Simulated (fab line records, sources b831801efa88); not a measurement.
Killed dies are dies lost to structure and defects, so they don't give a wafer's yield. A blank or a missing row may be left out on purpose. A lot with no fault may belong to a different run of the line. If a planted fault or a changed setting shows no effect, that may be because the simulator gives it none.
fab line records	flow sky130
record lots=14	wafers=42	last_day=50
route steps=708 shown VT_ADJUST_NCORE@125 LDD_N@244 SD_N@349 LI_CONTACT@365
lots that met no fault: taken from a fault-free run of the same line
start_h: hours from the record's opening day to when the first of the lot's shown wafers began	wait_h: time in hours since the lot's previous step	" repeats the value in the row above	L1.1+2: several wafers, shown together as one row	- no value, or no start given	* or withheld: withheld	< > ~ a bound
route shown NAME@n: names a module that has steps shown in the file, with the first one's number in the route	usual: mean/standard deviation taken from wafers without a fault	same: alike in all rows	chamber/n: place in a boat	sites: the reading at each site	_std_site: the standard deviation of these	_edge_site: inner sites' mean taken away from outer sites' mean	radius_mm: for every site, how far away it sits from the centre of the wafer	mask NAME#n: copy n	behind: the most recent tool/chamber to have shaped the wafer	hold: cause of the lot's hold/its duration in hours/its outcome	device: the n, p or np transistor that did not switch	end of line: tests run on the same wafers once the route is complete	a step without rows: its recipe alone	killed: dies that structure and defects cost at the first sort, which is not the same as the wafer's yield	map: a wafer's dies, marking killed ones x, the rest . and places with no die _
set.NAME: the setting as run; set.NAME@STEP: as run at that earlier step	model.NAME: the simulator's own value behind a step, which no gauge read
route steps across a sampled set of lots; one table per step, one row per wafer
## steps
# step SKY_VT_ADJUST_NCORE_DEVELOP_06
# recipe resist=NOVOLAK	developer=TMAH	develop_time_s=60	dev_temp_c=23
lot.wafer	tool	chamber	start_h	wait_h
L277.1+5+6	litho_track-03	0	179.51	0.1
L278.2+3+6	litho_track-03	0	187.79	0.1
L279.3+4+6	litho_track-01	0	192.55	0.1
L280.3+4+5	litho_track-03	0	197.96	0.1
L281.1+2+3	litho_track-03	0	209.16	0.1
L285.1+3+6	litho_track-01	0	235.70	0.1
L286.1+2+3	litho_track-01	0	246.75	0.1
L287.2+3+5	litho_track-01	0	248.93	0.1
L293.1+2+3	litho_track-04	0	304.10	0.1
L295.4+5+6	litho_track-04	0	314.13	0.1
L297.1+4+5	litho_track-04	0	321.15	0.1
L298.3+4+6	litho_track-01	0	334.25	0.1
L299.4+5+6	litho_track-03	0	339.14	0.1
L300.2+3+4	litho_track-01	0	344.88	0.1
# step SKY_VT_ADJUST_NCORE_CD_MEAS_07
# recipe target_cd_nm=380
# usual cd_nm=379.8/3
lot.wafer	tool	chamber	start_h	wait_h	cd_nm
L277.1	cd_sem-01	-	179.66	0.1	379.6
L277.5	"	-	"	"	381.7
L277.6	"	-	"	"	382.8
L278.2	cd_sem-01	-	187.93	0.1	379.0
L278.3	"	-	"	"	377.0
L278.6	"	-	"	"	376.2
L279.3	cd_sem-01	-	192.69	0.1	382.5
L279.4	"	-	"	"	384.1
L279.6	"	-	"	"	380.5
L280.3	cd_sem-01	-	198.10	0.1	377.4
L280.4	"	-	"	"	376.4
L280.5	"	-	"	"	377.4
L281.1	cd_sem-02	-	209.31	0.1	381.5
L281.2	"	-	"	"	379.0
L281.3	"	-	"	"	379.4
L285.1	cd_sem-02	-	235.85	0.1	375.8
L285.3	"	-	"	"	378.9
L285.6	"	-	"	"	378.2
L286.1	cd_sem-02	-	246.90	0.1	371.0
L286.2	"	-	"	"	372.3
L286.3	"	-	"	"	372.4
L287.2	cd_sem-01	-	249.07	0.1	369.9
L287.3	"	-	"	"	371.7
L287.5	"	-	"	"	372.0
L293.1	cd_sem-02	-	304.25	0.1	381.3
L293.2	"	-	"	"	380.6
L293.3	"	-	"	"	380.1
L295.4	cd_sem-02	-	314.26	0.1	378.0
L295.5	"	-	"	"	377.3
L295.6	"	-	"	"	376.4
L297.1	cd_sem-02	-	321.32	0.1	381.0
L297.4	"	-	"	"	382.1
L297.5	"	-	"	"	380.9
L298.3	cd_sem-02	-	334.39	0.1	377.5
L298.4	"	-	"	"	380.1
L298.6	"	-	"	"	379.2
L299.4	cd_sem-02	-	339.27	0.1	375.9
L299.5	"	-	"	"	377.0
L299.6	"	-	"	"	375.7
L300.2	cd_sem-02	-	345.02	0.1	380.8
L300.3	"	-	"	"	380.4
L300.4	"	-	"	"	383.0
# step SKY_LDD_N_OVL_MEAS_07
# usual LDD_N_OVL=0.2/1.3
lot.wafer	tool	chamber	start_h	wait_h	LDD_N_OVL[nm]
L277.1	overlay-02	-	401.61	0.1	-4.1
L277.5	"	-	"	"	-3.0
L277.6	"	-	"	"	-4.8
L278.2	overlay-02	-	407.06	0.1	1.6
L278.3	"	-	"	"	1.0
L278.6	"	-	"	"	-0.3
L279.3	overlay-02	-	420.96	0.1	-0.8
L279.4	"	-	"	"	0.8
L279.6	"	-	"	"	0.7
L280.3	overlay-01	-	426.21	0.1	0.7
L280.4	"	-	"	"	1.0
L280.5	"	-	"	"	0.5
L281.1	overlay-02	-	438.00	0.1	3.5
L281.2	"	-	"	"	2.0
L281.3	"	-	"	"	-0.1
L285.1	overlay-01	-	475.70	0.1	0.1
L285.3	"	-	"	"	1.0
L285.6	"	-	"	"	-1.7
L287.2	overlay-02	-	484.56	0.1	2.1
L287.3	"	-	"	"	-0.5
L287.5	"	-	"	"	-0.5
L293.1	overlay-01	-	573.85	0.1	0.0
L293.2	"	-	"	"	-0.4
L293.3	"	-	"	"	-1.6
L295.4	overlay-02	-	574.17	0.1	-1.1
L295.5	"	-	"	"	0.8
L295.6	"	-	"	"	0.8
L297.1	overlay-01	-	576.05	0.1	-0.1
L297.4	"	-	"	"	0.0
L297.5	"	-	"	"	0.3
L298.3	overlay-02	-	583.32	0.1	-1.7
L298.4	"	-	"	"	0.8
L298.6	"	-	"	"	2.2
L299.4	overlay-02	-	590.02	0.1	-0.1
L299.5	"	-	"	"	-0.8
L299.6	"	-	"	"	0.8
L300.2	overlay-02	-	598.06	0.1	0.8
L300.3	"	-	"	"	1.0
L300.4	"	-	"	"	-0.6
# step SKY_SD_N_CD_MEAS_07
# recipe target_cd_nm=380
# usual cd_nm=380.5/2.9
lot.wafer	tool	chamber	start_h	wait_h	cd_nm
L277.1	cd_sem-02	-	643.60	0.1	377.7
L277.5	"	-	"	"	382.4
L277.6	"	-	"	"	380.5
L278.2	cd_sem-01	-	649.97	0.1	378.7
L278.3	"	-	"	"	377.0
L278.6	"	-	"	"	378.3
L279.3	cd_sem-02	-	661.69	0.1	377.8
L279.4	"	-	"	"	379.1
L279.6	"	-	"	"	378.8
L280.3	cd_sem-02	-	670.10	0.1	380.3
L280.4	"	-	"	"	378.7
L280.5	"	-	"	"	378.5
L281.1	cd_sem-02	-	679.05	0.1	381.4
L281.2	"	-	"	"	380.7
L281.3	"	-	"	"	379.0
L285.1	cd_sem-02	-	713.36	0.1	381.3
L285.3	"	-	"	"	380.3
L285.6	"	-	"	"	381.7
L287.2	cd_sem-01	-	718.68	0.1	377.7
L287.3	"	-	"	"	380.9
L287.5	"	-	"	"	379.7
L293.1	cd_sem-01	-	798.45	0.1	376.5
L293.2	"	-	"	"	376.0
L293.3	"	-	"	"	376.6
L295.4	cd_sem-01	-	800.17	0.1	383.8
L295.5	"	-	"	"	385.5
L295.6	"	-	"	"	384.5
L297.1	cd_sem-02	-	802.95	0.1	379.7
L297.4	"	-	"	"	380.7
L297.5	"	-	"	"	384.3
L298.3	cd_sem-02	-	808.94	0.1	381.2
L298.4	"	-	"	"	380.4
L298.6	"	-	"	"	381.7
L299.4	cd_sem-02	-	813.81	0.1	383.1
L299.5	"	-	"	"	382.1
L299.6	"	-	"	"	382.6
L300.2	cd_sem-01	-	821.08	0.1	378.7
L300.3	"	-	"	"	382.0
L300.4	"	-	"	"	379.6
# step SKY_LI_CONTACT_BOW_MEAS_03
# recipe mode=bow
# usual LI_CONTACT_BOW=56/7
lot.wafer	tool	chamber	start_h	wait_h	LI_CONTACT_BOW[um]
L277.1	film_metro-01	-	645.28	0.1	57
L277.5	"	-	"	"	66
L277.6	"	-	"	"	53
L278.2	film_metro-01	-	651.65	0.3	56
L278.3	"	-	"	"	61
L278.6	"	-	"	"	62
L279.3	film_metro-04	-	663.37	0.3	67
L279.4	"	-	"	"	61
L279.6	"	-	"	"	64
L280.3	film_metro-04	-	671.85	0.2	64
L280.4	"	-	"	"	65
L280.5	"	-	"	"	55
L281.1	film_metro-02	-	680.73	0.2	68
L281.2	"	-	"	"	48
L281.3	"	-	"	"	56
L285.1	film_metro-02	-	715.04	0.2	53
L285.3	"	-	"	"	55
L285.6	"	-	"	"	52
L287.2	film_metro-01	-	720.36	0.2	66
L287.3	"	-	"	"	66
L287.5	"	-	"	"	60
L293.1	film_metro-02	-	800.13	0.1	59
L293.2	"	-	"	"	61
L293.3	"	-	"	"	64
L295.4	film_metro-04	-	801.85	0.3	62
L295.5	"	-	"	"	73
L295.6	"	-	"	"	57
L297.1	film_metro-04	-	804.63	0.2	54
L297.4	"	-	"	"	55
L297.5	"	-	"	"	52
L298.3	film_metro-02	-	810.62	0.1	48
L298.4	"	-	"	"	65
L298.6	"	-	"	"	59
L299.4	film_metro-02	-	815.58	0.3	49
L299.5	"	-	"	"	45
L299.6	"	-	"	"	44
L300.2	film_metro-02	-	822.76	0.3	47
L300.3	"	-	"	"	55
L300.4	"	-	"	"	63
## key
first_sign step=SKY_VT_ADJUST_NCORE_CD_MEAS_07	reading=cd_nm	direction=down	sigmas=2.8	usual=379.8	struck=371.5
effect none on later readings
met_at SKY_VT_ADJUST_NCORE_DEVELOP_06
struck_lots L286,L287
rows_end L286.1,L286.2,L286.3
tester_left_out L287
not_acting_at SKY_LDD_N_OVL_MEAS_07,SKY_SD_N_CD_MEAS_07,SKY_LI_CONTACT_BOW_MEAS_03
onset_between 235.70 246.75
fault kind=process_parameter_drift	tool=litho_track-01	chamber=-	onset_h=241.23	steps=SKY_VT_ADJUST_NCORE_DEVELOP_06	channel=develop_time_s	offset=*	shape=step	end_h=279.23	acts_in=*	stated=*
# tester_left_out: of these lots the tester's yield and bins aren't shown, on N5 and GAA mostly nor the transistor test; their killed dies are dies lost to structure and defects alone, not to doping, threshold or leakage, so they don't give the yield
# rows_end: these wafers met a further fault down the route, and their rows from its step on are left out
